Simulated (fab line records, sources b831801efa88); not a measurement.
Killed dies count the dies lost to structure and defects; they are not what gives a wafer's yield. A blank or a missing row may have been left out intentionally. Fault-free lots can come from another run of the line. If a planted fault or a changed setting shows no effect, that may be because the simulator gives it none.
fab line records	flow sky130
[record] lots = 6	wafers = 18	last-day = 51
route steps=708 shown PWDE@54 NWELL@56 PAD_OPEN@708
lots that met no fault: taken from a fault-free run of the same line
start-h: hours from the record's opening day to when the first of the lot's shown wafers began	wait-h: hours since the lot's step before	" the same as in the row above	L1.1+2: one row covering several wafers at once	- no value, or no start given	* or withheld: withheld	< > ~ a bound
route shown NAME@n: names a module that has steps shown in the file, with the first one's number in the route	usual: mean and standard deviation over wafers with no fault	same: alike in all rows	chamber/n: place in a boat	sites: per-site readings	_std_site: the values' standard deviation	_edge_site: mean of outer sites minus mean of inner sites	radius-mm: how far each site lies from the wafer's centre	mask NAME#n: copy n	behind: the last tool/chamber to shape the wafer	hold: what put the lot on hold/how long, in hours/how the hold closed	device: the n, p or np transistor that did not switch	end of line: the route-end tests of the same wafers	a step without rows: its recipe alone	killed: at the first sort, the dies lost to defects and structure; wafer yield is something else	map: shows each die of a wafer: x if killed, . if not, _ if none is there
set.NAME: setting as actually run; set.NAME@STEP: the setting as run at that earlier step	model.NAME: the simulator's own value behind a step, which no gauge read
lots at some steps of the route; a table a step, a row a wafer
services: a tool's chamber out of use, with start hour (start-h, from the record's first day; less than 0 if before it), hours out, and reason
[[steps]]
[step SKY_PWDE_STRIP_09]
[recipe] chemistry = O2/N2	power-w = 1400	pressure-mtorr = 1500	platen-temp-c = withheld	o2-flow-sccm = 3000	n2-flow-sccm = 300	overash-fraction = 0.5
[usual] drypump-motor-current-A = 5.59/0.19	oes-product-au = 0.723/0.0046	strip-time-to-endpoint-s = 36.95/0.098
lot.wafer	tool	chamber	start-h	wait-h	drypump-motor-current-A	oes-product-au	rf-hours-counter-h	strip-time-to-endpoint-s
L708.2	plasma-asher-02	1	94.87	0.1	5.32	0.733	39	36.98
L708.4	"	1	"	"	5.31	0.722	-	36.95
L708.6	"	0	"	"	5.60	0.721	-	36.87
L712.2	plasma-asher-03	1	120.77	0.1	5.45	0.722	31	36.82
L712.3	"	1	"	"	5.49	0.723	-	36.90
L712.5	"	1	"	"	5.46	0.723	-	36.81
L713.1	plasma-asher-02	1	133.02	0.1	5.28	0.720	43	36.90
L713.2	"	0	"	"	5.61	0.726	43	36.98
L713.3	"	0	"	"	5.60	0.729	-	37.07
L714.1	plasma-asher-04	0	140.27	0.1	5.71	0.726	44	37.05
L714.3	"	0	"	"	5.74	0.718	-	37.09
L714.5	"	0	"	"	5.74	0.729	-	37.04
L716.1	plasma-asher-02	1	145.02	0.1	5.34	0.727	44	36.99
L716.3	"	1	"	"	5.31	0.724	-	36.97
L716.4	"	0	"	"	5.61	0.727	-	36.95
L726.3	plasma-asher-02	1	198.30	0.1	5.31	0.720	-	36.78
L726.4	"	0	"	"	5.58	0.724	-	36.96
L726.5	"	1	"	"	5.33	0.723	-	36.98
[step SKY_PWDE_TW_MEAS_10]
[usual] PWDE_TW = 373/4.4
lot.wafer	tool	chamber	start-h	wait-h	PWDE_TW
L708.2	film-metro-03	-	94.98	0.1	368
L708.4	"	-	"	"	367
L708.6	"	-	"	"	367
L712.2	film-metro-03	-	120.88	0.1	366
L712.3	"	-	"	"	365
L712.5	"	-	"	"	366
L713.1	film-metro-04	-	133.12	0.1	379
L713.2	"	-	"	"	377
L713.3	"	-	"	"	376
L714.1	film-metro-04	-	140.37	0.1	377
L714.3	"	-	"	"	376
L714.5	"	-	"	"	377
L716.1	film-metro-03	-	145.12	0.1	369
L716.3	"	-	"	"	368
L716.4	"	-	"	"	370
L726.3	film-metro-04	-	198.39	0.1	376
L726.4	"	-	"	"	375
L726.5	"	-	"	"	378
[step SKY_NWELL_DEHYDRATE_03]
[recipe] temp-c = 200	time-s = 60
[step SKY_NWELL_HMDS_04]
[recipe] prime-time-s = 60	prime-temp-c = 120
[step SKY_NWELL_COAT_05]
[recipe] spin-rpm = 2000	resist-thk-nm = 3000
[step SKY_NWELL_SOFTBAKE_06]
[recipe] temp-c = 110	time-s = withheld
[step SKY_NWELL_EXPOSE_07]
[recipe] mask-id = NWM	na = 0.6	source-shape = conventional	sigma-outer = 0.6	polarization = unpolarized	target-cd-nm = 840	dose-mj = 255
[step SKY_NWELL_PEB_08]
[recipe] temp-c = 115	time-s = withheld
[step SKY_NWELL_DEVELOP_09]
[recipe] wall-angle-deg = 90	developer = TMAH	develop-time-s = 60	dev-temp-c = 23
[step SKY_NWELL_OVL_MEAS_10]
[usual] NWELL_00_OVL = -0.2/1.5
lot.wafer	tool	chamber	start-h	wait-h	NWELL_00_OVL[nm]
L708.2	overlay-01	-	111.79	-	-1.8
L708.4	"	-	"	"	1.1
L708.6	"	-	"	"	-0.3
L712.2	overlay-01	-	139.39	-	-3.3
L712.3	"	-	"	"	-0.6
L712.5	"	-	"	"	-0.3
L713.1	overlay-01	-	152.83	-	-1.6
L713.2	"	-	"	"	-0.9
L713.3	"	-	"	"	0.0
L714.1	overlay-02	-	160.59	-	-1.3
L714.3	"	-	"	"	1.6
L714.5	"	-	"	"	-0.1
L716.1	overlay-01	-	165.09	-	-0.9
L716.3	"	-	"	"	-0.3
L716.4	"	-	"	"	-2.8
L726.3	overlay-02	-	219.60	-	3.2
L726.4	"	-	"	"	3.0
L726.5	"	-	"	"	2.7
[step SKY_NWELL_IMPLANT_11]
[recipe] species = P	energy-kev = 400	dose-cm2 = 1.9e+13	tilt-deg = withheld
[step SKY_NWELL_IMPLANT_12]
[recipe] species = P	energy-kev = 120	dose-cm2 = 1.3e+12	tilt-deg = withheld
[step SKY_NWELL_IMPLANT_13]
[recipe] species = P	energy-kev = 50	dose-cm2 = 7e+11	tilt-deg = withheld
[usual] beam-energy-keV = 50.003/0.015	dose-ions-cm2 = 7e+11/8e+08	faraday-current-uA = 3.94/0.068
lot.wafer	tool	chamber	start-h	wait-h	beam-energy-keV	dose-ions-cm2	faraday-current-uA
L708.2	implanter-01	0	112.15	0.1	49.989	6.994e+11	3.96
L708.4	"	0	"	"	49.987	7.003e+11	3.88
L708.6	"	0	"	"	50.004	6.989e+11	4.00
L712.2	implanter-02	0	139.75	0.1	50.011	6.99e+11	3.97
L712.3	"	0	"	"	50.007	6.993e+11	3.83
L712.5	"	0	"	"	50.017	6.98e+11	3.95
L713.1	implanter-02	0	153.17	0.1	49.986	6.996e+11	3.95
L713.2	"	0	"	"	50.003	6.982e+11	3.94
L713.3	"	0	"	"	50.020	6.999e+11	3.95
L714.1	implanter-01	0	160.92	0.1	50.006	2.573e+11	1.44
L714.3	"	0	"	"	49.990	2.579e+11	1.42
L714.5	"	0	"	"	50.021	2.574e+11	1.43
L716.1	implanter-01	0	165.42	0.1	49.995	2.573e+11	1.45
L716.3	"	0	"	"	49.977	2.572e+11	1.46
L716.4	"	0	"	"	50.020	2.579e+11	1.42
L726.3	implanter-04	0	219.97	0.1	49.987	6.999e+11	4.00
L726.4	"	0	"	"	50.006	6.999e+11	3.95
L726.5	"	0	"	"	49.998	6.99e+11	3.80
[step SKY_NWELL_STRIP_14]
[recipe] chemistry = O2/N2	power-w = 1400	pressure-mtorr = 1500	platen-temp-c = withheld	o2-flow-sccm = 3000	n2-flow-sccm = 300	overash-fraction = 0.5
[usual] drypump-motor-current-A = 5.5/0.41	oes-product-au = 0.722/0.0048	strip-time-to-endpoint-s = 36.94/0.1
lot.wafer	tool	chamber	start-h	wait-h	drypump-motor-current-A	oes-product-au	rf-hours-counter-h	strip-time-to-endpoint-s
L708.2	plasma-asher-02	1	112.27	0.1	5.3	0.725	40	36.88
L708.4	"	1	"	"	5.3	0.713	-	36.83
L708.6	"	0	"	"	5.6	0.730	-	36.73
L712.2	plasma-asher-02	0	139.87	0.1	5.6	0.722	43	36.80
L712.3	"	0	"	"	5.6	0.722	-	37.01
L712.5	"	0	"	"	5.6	0.720	-	36.88
L713.1	plasma-asher-01	0	153.32	0.1	4.7	0.717	3	37.06
L713.2	"	1	"	"	6.0	0.727	3	36.98
L713.3	"	1	"	"	6.0	0.715	-	36.92
L714.1	plasma-asher-01	1	161.07	0.1	5.9	0.723	4	36.82
L714.3	"	1	"	"	5.9	0.721	-	36.77
L714.5	"	0	"	"	4.7	0.728	-	36.84
L716.1	plasma-asher-01	0	165.57	0.1	4.7	0.730	4	36.99
L716.3	"	0	"	"	4.7	0.715	-	36.99
L716.4	"	1	"	"	5.9	0.717	-	36.89
L726.3	plasma-asher-01	1	220.11	0.1	5.9	0.726	-	36.97
L726.4	"	0	"	"	4.7	0.720	-	37.07
L726.5	"	1	"	"	5.9	0.725	-	37.01
[step SKY_NWELL_TW_MEAS_15]
[usual] NWELL_TW = 1822/18
lot.wafer	tool	chamber	start-h	wait-h	NWELL_TW
L708.2	film-metro-03	-	112.38	0.1	1794
L708.4	"	-	"	"	1803
L708.6	"	-	"	"	1783
L712.2	film-metro-04	-	139.98	0.1	1829
L712.3	"	-	"	"	1834
L712.5	"	-	"	"	1831
L713.1	film-metro-04	-	153.42	0.1	1831
L713.2	"	-	"	"	1843
L713.3	"	-	"	"	1822
L714.1	film-metro-04	-	161.17	0.1	1827
L714.3	"	-	"	"	1829
L714.5	"	-	"	"	1826
L716.1	film-metro-04	-	165.67	0.1	1820
L716.3	"	-	"	"	1829
L716.4	"	-	"	"	1828
L726.3	film-metro-03	-	220.19	0.1	1798
L726.4	"	-	"	"	1794
L726.5	"	-	"	"	1799
[step SKY_NWELL_DEHYDRATE_16]
[recipe] temp-c = 200	time-s = 60
[step SKY_NWELL_HMDS_17]
[recipe] prime-time-s = 60	prime-temp-c = 120
[step SKY_NWELL_COAT_18]
[recipe] spin-rpm = 2000	resist-thk-nm = 3000
[step SKY_NWELL_SOFTBAKE_19]
[recipe] temp-c = 110	time-s = withheld
[step SKY_NWELL_EXPOSE_20]
[recipe] mask-id = NWM_COMPLEMENT	na = 0.6	source-shape = conventional	sigma-outer = 0.6	polarization = unpolarized	target-cd-nm = 840	dose-mj = 260
[step SKY_NWELL_PEB_21]
[recipe] temp-c = 115	time-s = withheld
[step SKY_NWELL_DEVELOP_22]
[recipe] wall-angle-deg = 90	developer = TMAH	develop-time-s = 60	dev-temp-c = 23
[step SKY_NWELL_OVL_MEAS_23]
[usual] NWELL_01_OVL = 0.5/1.4
lot.wafer	tool	chamber	start-h	wait-h	NWELL_01_OVL[nm]
L708.2	overlay-01	-	129.69	-	0.8
L708.4	"	-	"	"	-0.3
L708.6	"	-	"	"	-1.9
L712.2	overlay-01	-	159.89	-	1.1
L712.3	"	-	"	"	-1.6
L712.5	"	-	"	"	-0.3
L713.1	overlay-02	-	173.44	-	2.3
L713.2	"	-	"	"	0.1
L713.3	"	-	"	"	-0.1
L714.1	overlay-02	-	181.98	-	-0.6
L714.3	"	-	"	"	-0.7
L714.5	"	-	"	"	0.0
L716.1	overlay-02	-	185.84	-	1.6
L716.3	"	-	"	"	2.3
L716.4	"	-	"	"	0.2
L726.3	overlay-02	-	243.40	-	0.0
L726.4	"	-	"	"	0.0
L726.5	"	-	"	"	1.2
[step SKY_NWELL_IMPLANT_24]
[recipe] species = B	energy-kev = 140	dose-cm2 = 9.2e+12	tilt-deg = withheld
[step SKY_NWELL_STRIP_25]
[recipe] chemistry = O2/N2	power-w = 1400	pressure-mtorr = 1500	platen-temp-c = withheld	o2-flow-sccm = 3000	n2-flow-sccm = 300	overash-fraction = 0.5
[usual] drypump-motor-current-A = 5.6/0.33	oes-product-au = 0.722/0.0046	strip-time-to-endpoint-s = 36.92/0.1
lot.wafer	tool	chamber	start-h	wait-h	drypump-motor-current-A	oes-product-au	rf-hours-counter-h	strip-time-to-endpoint-s
L708.2	plasma-asher-04	0	129.87	0.1	5.8	0.729	43	37.06
L708.4	"	0	"	"	5.8	0.717	-	36.96
L708.6	"	0	"	"	5.7	0.713	-	36.94
L712.2	plasma-asher-04	0	160.07	0.1	5.7	0.722	46	36.90
L712.3	"	1	"	"	5.6	0.715	-	36.94
L712.5	"	1	"	"	5.6	0.728	-	36.87
L713.1	plasma-asher-01	1	173.62	0.1	5.9	0.718	5	37.02
L713.2	"	0	"	"	4.7	0.726	5	37.05
L713.3	"	0	"	"	4.7	0.721	-	36.99
L714.1	plasma-asher-01	1	182.17	0.1	5.9	0.720	6	36.98
L714.3	"	0	"	"	4.7	0.718	-	36.97
L714.5	"	0	"	"	4.7	0.718	-	36.90
L716.1	plasma-asher-02	0	186.02	0.1	5.6	0.718	48	36.91
L716.3	"	1	"	"	5.3	0.711	-	36.93
L716.4	"	0	"	"	5.6	0.724	-	36.87
L726.3	plasma-asher-04	1	243.61	0.1	5.6	0.720	-	37.01
L726.4	"	0	"	"	5.7	0.724	-	37.11
L726.5	"	1	"	"	5.6	0.712	-	36.85
[step SKY_NWELL_TW_MEAS_26]
[usual] NWELL_2_TW = 496/5.6
lot.wafer	tool	chamber	start-h	wait-h	NWELL_2_TW
L708.2	film-metro-04	-	129.98	0.1	503
L708.4	"	-	"	"	499
L708.6	"	-	"	"	499
L712.2	film-metro-01	-	160.18	0.1	499
L712.3	"	-	"	"	499
L712.5	"	-	"	"	500
L713.1	film-metro-03	-	173.72	0.1	485
L713.2	"	-	"	"	488
L713.3	"	-	"	"	490
L714.1	film-metro-04	-	182.27	0.1	497
L714.3	"	-	"	"	495
L714.5	"	-	"	"	497
L716.1	film-metro-03	-	186.12	0.1	488
L716.3	"	-	"	"	489
L716.4	"	-	"	"	486
L726.3	film-metro-01	-	243.69	0.1	497
L726.4	"	-	"	"	499
L726.5	"	-	"	"	498
[step SKY_NWELL_CLEAN_27]
[recipe] chemistry = SC1/SC2	mix = 1:4:20	temp-c = 70	time-s = 150	dry = n2-spin
[step SKY_NWELL_RTA_28]
[recipe] temp-c = 1050	time-s = 30	idle-temp-c = 650	ramp-up-c-per-s = 150	ramp-down-c-per-s = 90	ambient = N2
[usual] chamber-o2-ppm = 1.999/0.021	lamp-power-pct = 25.31/0.054	wafer_temp_C_max = 1054.8/0.94
lot.wafer	tool	chamber	start-h	wait-h	chamber-o2-ppm	lamp-power-pct	wafer_temp_C_max
L708.2	rtp-anneal-01	0	130.10	0.0	1.997	25.36	1054.5
L708.4	"	0	"	"	1.974	25.30	1054.4
L708.6	"	0	"	"	1.995	25.32	1054.1
L712.2	rtp-anneal-02	0	160.30	0.0	2.021	25.34	1054.2
L712.3	"	0	"	"	2.040	25.28	1054.5
L712.5	"	0	"	"	2.017	25.26	1054.0
L713.1	rtp-anneal-01	0	173.84	0.0	1.974	25.28	1056.5
L713.2	"	0	"	"	2.020	25.23	1053.4
L713.3	"	0	"	"	2.008	25.40	1053.5
L714.1	rtp-anneal-02	0	182.38	0.0	1.971	25.39	1054.9
L714.3	"	0	"	"	1.950	25.29	1053.4
L714.5	"	0	"	"	1.943	25.31	1053.8
L716.1	rtp-anneal-02	0	186.23	0.0	1.980	25.37	1057.0
L716.3	"	0	"	"	2.007	25.31	1056.0
L716.4	"	0	"	"	1.960	25.22	1055.8
L726.3	rtp-anneal-02	0	243.87	0.0	1.991	25.37	1055.6
L726.4	"	0	"	"	1.981	25.26	1055.2
L726.5	"	0	"	"	2.001	25.31	1053.7
[step SKY_NWELL_RS_MEAS_29]
[recipe] thk-meas-gauge = four-point-probe
[usual] NWELL_RS = 624.8/1.5
lot.wafer	tool	chamber	start-h	wait-h	hold	NWELL_RS[ohm/sq]
L708.2	film-metro-03	-	130.20	0.1	-	623.1
L708.4	"	-	"	"	-	624.5
L708.6	"	-	"	"	-	625.0
L712.2	film-metro-04	-	160.40	0.1	-	622.6
L712.3	"	-	"	"	-	624.1
L712.5	"	-	"	"	-	622.8
L713.1	film-metro-01	-	173.94	0.1	-	622.3
L713.2	"	-	"	"	-	623.9
L713.3	"	-	"	"	-	622.2
L714.1	film-metro-01	-	182.48	0.1	await-dispo/0.2h/release	639.8
L714.3	"	-	"	"	await-dispo/0.2h/release	639.6
L714.5	"	-	"	"	await-dispo/0.2h/release	641.4
L714.1	film-metro-01	-	182.84	0.3	-	639.8
L714.3	"	-	"	"	-	640.4
L714.5	"	-	"	"	-	641.2
L716.1	film-metro-04	-	186.33	0.1	await-dispo/0.2h/release	640.6
L716.3	"	-	"	"	await-dispo/0.2h/release	639.5
L716.4	"	-	"	"	await-dispo/0.2h/release	642.0
L716.1	film-metro-04	-	186.69	0.3	-	640.7
L716.3	"	-	"	"	-	640.8
L716.4	"	-	"	"	-	640.5
L726.3	film-metro-03	-	243.97	0.1	-	626.4
L726.4	"	-	"	"	-	626.6
L726.5	"	-	"	"	-	625.1
[step SKY_PAD_OPEN_PROBE_99]
[usual] killed_at_M0_to_M3 = 42/7.3	killed_at_M4_up = 3.4/2	killed-at-contacts = 24/5.6	killed-at-front-end = 16/4.5	killed-at-other = 0.2/0.51	killed-dies = 86/9.8	killed-open = 46/7	killed-short = 40/6.7
[same] gross-dies = 492	killed-at-back-side = 0
lot.wafer	tool	chamber	start-h	wait-h	killed_at_M0_to_M3	killed_at_M4_up	killed-at-contacts	killed-at-front-end	killed-at-other	killed-dies	killed-open	killed-short	model.etest.nfet_16v.r-on-ohm-um	model.etest.pfet-g5v0d10v5.r-on-ohm-um	model.etest.tip-p.rs-ohm-sq	model.etest.pfet_01v8.r-on-ohm-um	model.etest.tip_p_5v.rs-ohm-sq	model.etest.pfet-g5v0d10v5.drive-ua-um	model.etest.pfet_01v8_lvt.drive-ua-um	model.etest.pfet_16v.drive-ua-um
L708.2	prober-02	-	1103.00	0.1	35	6	21	19	1	82	44	38	1.419e+04	4734	6882	2858	2860	337.3	175.6	241.5
L708.4	prober-02	-	1103.10	0.2	39	5	20	16	1	81	44	37	1.417e+04	4803	6872	2852	2884	332.7	175	242.3
L708.6	prober-02	-	1103.20	0.2	40	3	32	24	0	99	47	51	1.428e+04	4846	6921	2884	2856	334	174.5	240.4
L712.2	prober-02	-	1125.29	0.1	50	5	21	19	1	96	52	43	1.396e+04	4791	6828	2840	2883	344.1	175.3	241.8
L712.3	prober-02	-	1125.34	0.2	33	6	23	16	0	78	37	41	1.422e+04	4800	6836	2965	2855	337.6	170.9	237
L712.5	prober-02	-	1125.44	0.2	28	4	21	18	0	71	35	36	1.41e+04	4771	6831	2916	2852	341.8	173	239.4
L713.1	prober-01	-	1127.80	0.1	42	3	21	13	1	80	41	39	1.371e+04	4838	6879	2848	2924	334.6	171	240
L713.2	prober-01	-	1127.85	0.1	37	3	25	31	0	96	49	46	1.376e+04	4808	6881	2884	2926	336.5	169.6	236
L713.3	prober-01	-	1127.90	0.2	44	0	21	22	1	88	42	45	1.378e+04	4873	6893	2958	2926	330.8	168.7	235.4
L716.1	prober-02	-	1211.51	0.1	46	1	27	25	0	99	60	39	1.422e+04	4418	6768	2878	2797	370.7	189	255.3
L716.3	prober-02	-	1211.61	0.2	51	2	34	11	0	98	53	45	1.441e+04	4473	6709	2907	2812	360.2	188.2	254.3
L716.4	prober-02	-	1211.66	0.2	55	5	32	21	0	113	73	40	1.442e+04	4492	6800	2876	2789	364.9	187.4	257.8
L714.1	prober-01	-	1213.01	0.1	34	2	23	27	1	87	42	45	1.456e+04	4442	6654	2735	2784	369.1	191.7	252.4
L714.3	prober-01	-	1213.11	0.2	42	2	27	20	0	91	51	40	1.467e+04	4536	6668	2815	2783	359.9	186.5	256.1
L714.5	prober-01	-	1213.21	0.2	44	0	24	20	2	90	51	39	1.462e+04	4476	6606	2764	2770	366.6	190.5	250.6
L726.3	prober-02	-	1218.38	0.2	42	0	28	22	0	92	55	37	1.427e+04	4832	6892	2925	2891	334.6	171.1	241.1
L726.4	prober-02	-	1218.43	0.2	43	8	21	14	0	86	51	35	1.411e+04	4759	6827	2855	2870	339.9	173.9	241.8
L726.5	prober-02	-	1218.48	0.2	43	1	32	13	2	91	41	50	1.421e+04	4812	6811	2911	2861	338.7	172.1	238.7
// killed by level:class
L708.2 LI_CONTACT:geometric-particle:open=8 VIA2:geometric-particle:short=6 VIA2:geometric-particle:open=5 VIA3:geometric-particle:open=5 FIELD_ISO:geometric-particle:open=4 METAL4:geometric-particle:short=4 CONTACT:geometric-particle:short=4 CONTACT:geometric-particle:open=4
L708.4 VIA1:geometric-particle:open=9 VIA3:geometric-particle:open=7 CONTACT:geometric-particle:open=6 POLY_GATE:geometric-particle:open=5 LOCAL_INTERCONNECT:geometric-particle:short=5 CONTACT:geometric-particle:short=5 VIA2:geometric-particle:open=5 METAL2:geometric-particle:short=5
L708.6 CONTACT:geometric-particle:open=11 METAL1:geometric-particle:short=9 POLY_GATE:geometric-particle:short=7 VIA1:geometric-particle:open=7 FIELD_ISO:geometric-particle:short=6 LOCAL_INTERCONNECT:geometric-particle:short=6 CONTACT:geometric-particle:short=6 VIA1:geometric-particle:short=6
L712.2 CONTACT:geometric-particle:open=10 VIA1:geometric-particle:open=10 FIELD_ISO:geometric-particle:open=7 VIA2:geometric-particle:open=7 METAL1:geometric-particle:short=6 VIA3:geometric-particle:open=6 VIA1:geometric-particle:short=5 METAL3:geometric-particle:short=4
L712.3 VIA1:geometric-particle:open=9 CONTACT:geometric-particle:short=7 CONTACT:geometric-particle:open=7 METAL4:geometric-particle:short=6 FIELD_ISO:geometric-particle:short=4 FIELD_ISO:geometric-particle:open=4 LI_CONTACT:geometric-particle:open=4 VIA2:geometric-particle:open=4
L712.5 CONTACT:geometric-particle:open=10 FIELD_ISO:geometric-particle:short=6 VIA1:geometric-particle:open=6 LOCAL_INTERCONNECT:geometric-particle:short=5 VIA3:geometric-particle:short=5 METAL1:geometric-particle:short=4 FIELD_ISO:geometric-particle:open=4 POLY_GATE:geometric-particle:short=3
L713.1 VIA3:geometric-particle:open=11 VIA1:geometric-particle:open=8 LI_CONTACT:geometric-particle:short=7 CONTACT:geometric-particle:open=7 METAL2:geometric-particle:short=5 FIELD_ISO:geometric-particle:short=4 CONTACT:geometric-particle:short=4 FIELD_ISO:geometric-particle:open=3
L713.2 VIA1:geometric-particle:open=11 LI_CONTACT:geometric-particle:open=8 FIELD_ISO:geometric-particle:open=7 METAL2:geometric-particle:short=7 FIELD_ISO:geometric-particle:short=6 CONTACT:geometric-particle:short=6 CONTACT:geometric-particle:open=6 POLY_GATE:geometric-particle:short=5
L713.3 VIA2:geometric-particle:open=12 FIELD_ISO:geometric-particle:short=6 LI_CONTACT:geometric-particle:open=6 METAL1:geometric-particle:short=6 POLY_GATE:geometric-particle:short=5 LOCAL_INTERCONNECT:geometric-particle:short=5 CONTACT:geometric-particle:open=5 VIA2:geometric-particle:short=5
L716.1 VIA1:geometric-particle:open=14 CONTACT:geometric-particle:open=13 POLY_GATE:geometric-particle:open=10 FIELD_ISO:geometric-particle:short=7 LI_CONTACT:geometric-particle:open=7 VIA2:geometric-particle:open=7 VIA1:geometric-particle:short=5 POLY_GATE:geometric-particle:short=4
L716.3 VIA2:geometric-particle:open=14 CONTACT:geometric-particle:open=13 CONTACT:geometric-particle:short=11 VIA1:geometric-particle:open=10 LI_CONTACT:geometric-particle:open=6 VIA1:geometric-particle:short=5 METAL2:geometric-particle:short=5 VIA3:geometric-particle:short=4
L716.4 CONTACT:geometric-particle:open=16 VIA1:geometric-particle:open=16 FIELD_ISO:geometric-particle:open=9 VIA2:geometric-particle:open=9 LI_CONTACT:geometric-particle:open=8 METAL1:geometric-particle:short=6 POLY_GATE:geometric-particle:open=5 CONTACT:geometric-particle:short=5
L714.1 FIELD_ISO:geometric-particle:short=12 CONTACT:geometric-particle:open=9 POLY_GATE:geometric-particle:open=8 VIA1:geometric-particle:open=8 CONTACT:geometric-particle:short=7 LOCAL_INTERCONNECT:geometric-particle:short=6 METAL3:geometric-particle:short=5 VIA3:geometric-particle:open=5
L714.3 CONTACT:geometric-particle:open=10 VIA2:geometric-particle:open=9 FIELD_ISO:geometric-particle:open=8 VIA1:geometric-particle:open=8 LI_CONTACT:geometric-particle:open=7 FIELD_ISO:geometric-particle:short=6 VIA1:geometric-particle:short=6 METAL2:geometric-particle:short=5
L714.5 VIA1:geometric-particle:open=14 LI_CONTACT:geometric-particle:open=10 METAL1:geometric-particle:short=7 FIELD_ISO:geometric-particle:open=6 POLY_GATE:geometric-particle:open=5 METAL2:geometric-particle:short=5 CONTACT:geometric-particle:open=5 POLY_CUT:geometric-particle:short=3
L726.3 VIA3:geometric-particle:open=9 VIA1:geometric-particle:open=9 LI_CONTACT:geometric-particle:open=8 CONTACT:geometric-particle:open=8 VIA1:geometric-particle:short=8 POLY_GATE:geometric-particle:open=7 METAL2:geometric-particle:short=6 POLY_GATE:geometric-particle:short=5
L726.4 VIA1:geometric-particle:open=10 FIELD_ISO:geometric-particle:open=7 LI_CONTACT:geometric-particle:open=7 VIA3:geometric-particle:open=7 VIA2:geometric-particle:open=6 LOCAL_INTERCONNECT:geometric-particle:short=5 METAL4:geometric-particle:short=5 METAL1:geometric-particle:short=4
L726.5 LI_CONTACT:geometric-particle:open=8 VIA1:geometric-particle:short=7 LOCAL_INTERCONNECT:geometric-particle:short=7 CONTACT:geometric-particle:open=7 CONTACT:geometric-particle:short=7 VIA1:geometric-particle:open=7 METAL1:geometric-particle:short=5 POLY_GATE:geometric-particle:open=4
[[services]]
tool	chamber	start-h	hours	kind
plasma-asher-01	-	108.75	9.0	pm
plasma-asher-01	0	108.75	9.0	vent-cycle
plasma-asher-01	1	108.75	9.0	vent-cycle
implanter-04	-	111.22	1.6	repair
plasma-asher-01	0	117.75	-	clean
plasma-asher-01	1	117.75	-	clean
rtp-anneal-02	-	138.84	0.9	pm
implanter-01	-	150.38	5.6	pm
implanter-04	-	187.24	8.6	repair
plasma-asher-02	-	188.66	0.8	repair
implanter-04	-	197.06	4.2	pm
rtp-anneal-01	-	199.11	3.6	pm
implanter-04	-	232.80	1.5	repair
[[key]]
[first-sign] step = SKY_NWELL_IMPLANT_13	reading = dose-ions-cm2	direction = down	sigmas = 99+	usual = *	struck = *
[effect] step = SKY_NWELL_IMPLANT_13	reading = faraday-current-uA	direction = down	sigmas = 37	usual = 3.94	struck = 1.44
[effect] step = SKY_NWELL_RS_MEAS_29	reading = visit	direction = added
[effect] step = SKY_NWELL_RS_MEAS_29	reading = NWELL_RS	direction = up	sigmas = 10	usual = 624.8	struck = 640.5
[model-effect] step = SKY_PAD_OPEN_PROBE_99	value = etest.nfet_16v.r-on-ohm-um	without = 1.398e+04	struck = 1.448e+04
met-at SKY_NWELL_IMPLANT_13
struck-wafers L714.1,L714.3,L714.5,L716.1,L716.3,L716.4
tester-left-out L714,L716
onset-between 112.15 160.92
[fault] kind = process-parameter-drift	tool = implanter-01	chamber = -	onset-h = 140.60	steps = SKY_NWELL_IMPLANT_13	channel = dose-cm2	offset = *	shape = step	end-h = 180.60	acts-in = *	stated = *
// tester-left-out: of these lots the tester's yield and bins aren't shown, on N5 and GAA mostly nor the transistor test; their killed dies are dies lost to structure and defects alone, not to doping, threshold or leakage, so they don't give the yield
